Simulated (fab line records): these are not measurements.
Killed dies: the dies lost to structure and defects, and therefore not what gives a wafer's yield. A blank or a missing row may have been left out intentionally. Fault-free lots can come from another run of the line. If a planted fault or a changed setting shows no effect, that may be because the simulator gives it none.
Comparing a struck lot with a sound one / flow sky130 / 32 out of 708 route steps
Sound: the wafers L138.2, L138.4, L138.6. Struck: wafers L146.1, L146.2, L146.5. The cause is given at the end.
Each step with rows lists, per side, the tool, then ch with its chambers, then its first start. Under that, the readings that differ: sound wafers / struck wafers / difference of the means / sigmas: that difference in standard deviations of wafers without a fault.
alike: readings with means less than 2 such deviations apart, plus words and numbers identical on both sides. not compared: withheld readings, readings lacking a value on some wafer, bounds such as >300 that could conceal the same value, and numbers that have no deviation in the record and whose values overlap.
Wherever a step has rows on one side only, a row that says differs or no value, or a row with sigmas, the two part there. Non-overlapping numbers with no deviation appear without sigmas and do not part them. A reading that every wafer of one side lacks parts them only if that side has two wafers or more.

first, 3 steps without rows for these wafers: SKY_VIA1_STRIP_17 (strips in post etch residue remover, time 1200 s); SKY_VIA1_CLEAN_18 (cleans in IPA, time 180 s); SKY_VIA1_CLEAN_19 (cleans in O3/DIW).
SKY_VIA1_SPUTTER_20: material TiN, target thk 20 nm, time 80 s.
  sound on pvdSputter-03, day 35 01:08; struck on pvdSputter-02, day 37 08:08
  alike: throttleValvePct
then, 1 step without rows for these wafers: SKY_VIA1_CVD_21 (deposits W, target thk 270 nm, time 80.902 s).
SKY_VIA1_RS_MEAS_22: a four-point-probe measurement.
  sound on filmMetro-03, day 35 01:19; struck on filmMetro-01, day 37 08:17
  alike: VIA1_W_RS
SKY_VIA1_THK_MEAS_23: measures by xrf.
  sound on filmMetro-03, day 35 01:25; struck on filmMetro-01, day 37 08:24
  alike: VIA1_W_THK
SKY_VIA1_CMP_24: polishes, stops on SiO2, t overpolish 15 s, target thk 0 nm.
  sound on cmp-02 ch 0,1,3, day 35 01:28; struck on cmp-01 ch 0,1,3, day 37 08:28
  alike: motorCurrentA, overpolishRunS, timeToEndpointS
then, 3 steps without rows for these wafers: SKY_METAL2_SPUTTER_00 (material Ti, target thk 15 nm, time 10 s); SKY_METAL2_SPUTTER_01 (material TiN, target thk 20 nm, time 16.7 s); SKY_METAL2_SPUTTER_02 (material AlCu, target thk 250 nm, time 13.3 s).
SKY_METAL2_SPUTTER_03: material Ti, target thk 5 nm, time 3.3 s.
  sound on pvdSputter-02, day 35 01:50; struck on pvdSputter-01, day 37 08:50
  alike: throttleValvePct
SKY_METAL2_SPUTTER_04: material TiN, target thk 70 nm, time 58.3 s.
  sound on pvdSputter-02, day 35 01:52; struck on pvdSputter-01, day 37 08:51
reading=model.TiN_of_METAL2_SPUTTER_04.thkNm (nm); sound=70.27 70.87 70.91; struck=76.22 76.1 76.22; difference=+5.50; sigmas=
  alike: throttleValvePct
SKY_METAL2_RS_MEAS_05: a four-point-probe measurement.
  sound on filmMetro-02, day 35 01:56; struck on filmMetro-03, day 37 08:54
  alike: METAL2_ALCU_RS
SKY_METAL2_THK_MEAS_06: measures by xrf.
  sound on filmMetro-02, day 35 02:02; struck on filmMetro-03, day 37 09:01
  alike: METAL2_ALCU_THK
then, 8 steps without rows for these wafers: SKY_METAL2_DEHYDRATE_07 (time 60 s); SKY_METAL2_HMDS_08 (prime time 60 s); SKY_METAL2_COAT_09 (resist thk 60 nm); SKY_METAL2_COAT_10 (resist thk 450 nm); SKY_METAL2_SOFTBAKE_11 (time 90 s); SKY_METAL2_EXPOSE_12 (exposes mask MM2, target cd 140 nm); SKY_METAL2_PEB_13; SKY_METAL2_DEVELOP_14 (develop time 60 s).
SKY_METAL2_CD_MEAS_15: target cd 140 nm.
  sound on cdSem-01, day 36 04:12; struck on cdSem-01, day 38 10:10
  alike: cdNm
SKY_METAL2_OVL_MEAS_16:
  sound on overlay-01, day 36 04:19; struck on overlay-01, day 38 10:17
  alike: METAL2_OVL
SKY_METAL2_DESCUM_17: chemistry O2, time 8 s.
  sound on rieMetal-04 ch 0,1, day 36 04:20; struck on rieMetal-02 ch 0,1, day 38 10:20
  alike: drypumpMotorCurrentA, oesProductAu, tempC
  not compared: rfHoursCounterH
then, 1 step without rows for these wafers: SKY_METAL2_ETCH_18 (etches BARC in N2/H2, stops on SiO2, time 45.9 s, target depth 60 nm).
SKY_METAL2_METAL_ETCH_19: etches the open film in Cl2/BCl3, stops on SiO2, target depth 360 nm, time 78 s.
  sound on rieMetal-04 ch 0,1, day 36 04:26; struck on rieMetal-02 ch 0,1, day 38 10:25
  alike: bcl3FlowSccm, drypumpMotorCurrentA, oesProductAu, throttleValvePct
  not compared: rfHoursCounterH
then, 1 step without rows for these wafers: SKY_METAL2_STRIP_20 (strips in O2/N2).
SKY_METAL2_STRIP_21: strips in post etch residue remover, time 1200 s.
  sound on wetBench-02 ch 0, day 36 04:37; struck on wetBench-01 ch 0, day 38 10:37
reading=model.TiN_of_METAL2_SPUTTER_04.thkNm (nm); sound=69.85 70.45 70.48; struck=75.8 75.69 75.81; difference=+5.5; sigmas=
  alike: tempC
then, 1 step without rows for these wafers: SKY_METAL2_CLEAN_22 (cleans in IPA, time 180 s).
-- the record jumps here: 10 days lie between the struck wafers' starts before and after (it left off in module METAL2 and takes up again in module PAD_OPEN, whose first step shown is number 708 of the route) --
SKY_PAD_OPEN_PROBE_99:
  the record has rows for the struck wafers here (prober-01, day 48 09:24) and none for the sound ones

WHERE THEY PART
Within this record, at SKY_PAD_OPEN_PROBE_99 only.

WHY: the cause the simulator had injected
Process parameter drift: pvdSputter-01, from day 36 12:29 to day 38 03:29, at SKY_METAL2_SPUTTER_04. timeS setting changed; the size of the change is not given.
